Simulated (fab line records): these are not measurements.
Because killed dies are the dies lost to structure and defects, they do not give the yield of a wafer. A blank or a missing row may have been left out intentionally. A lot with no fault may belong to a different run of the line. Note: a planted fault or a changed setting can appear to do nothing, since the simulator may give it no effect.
Matching of chambers | flow sky130 | SKY_PASSIVATION_CVD_02 on pecvd-02 has 3 sister chambers
The step deposits Si3N4, target thk 540 nm. 22 wafers are shown with their chamber, then 11 later ones without.

WAFERS PAIRED WITH THEIR CHAMBERS
wafer  | chamber | heater-power-w (W)
L078.4 | 1       | 664
L078.5 | 2       | 940
L078.6 | 0       | 716
L081.1 | 1       | 711
L081.2 | 2       | 896
L081.3 | 0       | 802
L081.4 | 1       | 570
L081.5 | 2       | 889
L081.6 | 0       | 640
L086.1 | 2       | 955
L086.3 | 1       | 669
L086.5 | 2       | 780
L088.2 | 2       | 870
L088.4 | 2       | 877
L088.6 | 1       | 628
L091.2 | 2       | 937
L091.3 | 1       | 664
L091.6 | 0       | 715
L093.1 | 0       | 745
L093.3 | 2       | 924
L093.4 | 1       | 569
L094.1 | 1       | 686

SIGNATURES, as means of the wafers listed above
reading        | chamber 0 | chamber 1 | chamber 2 | scatter within a chamber
heater-power-w | 723.60    | 645.12    | 896.44    | 53.9
Rule: a wafer lies at a distance from a chamber equal to the root of the sum of squares, over the readings, of (its reading less the chamber's mean, divided by the reading's scatter). The wafer belongs to the nearest chamber; if the next one is less than 2 further off, it can't be placed. How the scatter is found: for the shown wafers, subtract from each reading the mean of its chamber, square and add these, divide the total by (wafers less chambers), then take the root.

WAFERS WHOSE CHAMBER IS MISSING
wafer  | heater-power-w (W)
L094.2 | 760
L094.3 | 878
L094.4 | 940
L094.5 | 761
L094.6 | 724
L097.1 | 627
L097.2 | 732
L097.3 | 882
L097.4 | 903
L097.5 | 643
L097.6 | 747

WHICH CHAMBER EACH ONE RAN IN
wafer  | from the rows above          | in truth
L094.2 | can't be placed: 0 or 1 or 2 | 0
L094.3 | 2                            | 2
L094.4 | 2                            | 2
L094.5 | can't be placed: 0 or 1 or 2 | 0
L094.6 | can't be placed: 0 or 1      | 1
L097.1 | can't be placed: 1 or 0      | 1
L097.2 | can't be placed: 0 or 1      | 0
L097.3 | 2                            | 2
L097.4 | 2                            | 2
L097.5 | can't be placed: 1 or 0      | 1
L097.6 | can't be placed: 0 or 1      | 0
4 of 11 placed correctly. Can't be placed from these rows: 7 (the true chamber is among the candidates in 7). Placed wrongly: 0.
